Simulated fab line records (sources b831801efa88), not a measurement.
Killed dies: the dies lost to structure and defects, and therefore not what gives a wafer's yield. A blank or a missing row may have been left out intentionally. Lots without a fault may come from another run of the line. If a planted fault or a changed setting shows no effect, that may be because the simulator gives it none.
Chamber matching || flow gf180mcu || GF_V1_CMP_04 on cmp-02 has 4 sister chambers
The step polishes SiO2. 4 wafers are shown with their chamber, then 7 later ones without.

WAFERS PAIRED WITH THEIR CHAMBERS
{"wafer": "L715.3", "chamber": 1, "motor_current_A (A)": 12.3}
{"wafer": "L720.5", "chamber": 3, "motor_current_A (A)": 11.5}
{"wafer": "L722.1", "chamber": 2, "motor_current_A (A)": 11.9}
{"wafer": "L722.2", "chamber": 0, "motor_current_A (A)": 12.5}

WAFERS WITH NO CHAMBER GIVEN
{"wafer": "L722.3", "motor_current_A (A)": 11.2}
{"wafer": "L730.2", "motor_current_A (A)": 11.7}
{"wafer": "L730.4", "motor_current_A (A)": 11.8}
{"wafer": "L730.6", "motor_current_A (A)": 12.3}
{"wafer": "L737.1", "motor_current_A (A)": 13.6}
{"wafer": "L737.3", "motor_current_A (A)": 12.2}
{"wafer": "L737.5", "motor_current_A (A)": 11.8}

CHAMBER TAKEN BY EACH
{"wafer": "L722.3", "from the rows above": "can't be placed: 3 or 2 or 1", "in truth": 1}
{"wafer": "L730.2", "from the rows above": "can't be placed: 3 or 2 or 1 or 0", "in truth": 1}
{"wafer": "L730.4", "from the rows above": "can't be placed: 2 or 3 or 1 or 0", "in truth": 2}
{"wafer": "L730.6", "from the rows above": "can't be placed: 1 or 0 or 2 or 3", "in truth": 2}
{"wafer": "L737.1", "from the rows above": "can't be placed: 0 or 1 or 2", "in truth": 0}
{"wafer": "L737.3", "from the rows above": "can't be placed: 1 or 2 or 0 or 3", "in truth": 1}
{"wafer": "L737.5", "from the rows above": "can't be placed: 2 or 3 or 1 or 0", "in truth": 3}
0 of 7 placed correctly. Can't be placed from these rows: 7 (the true chamber is among the candidates in 7). Wrongly placed: 0.
How it was worked out, from the rows above alone: a wafer's distance from a chamber is the root of the sum, over the readings, of the square of ((its reading less the chamber's mean) divided by the reading's scatter). The wafer belongs to the nearest chamber; if the next one is less than 2 further off, it can't be placed. Each chamber's mean is taken over the wafers shown for it. The scatter: with one shown wafer a chamber, the root of the mean of the squares of how far each hidden wafer lies from its nearest shown one.
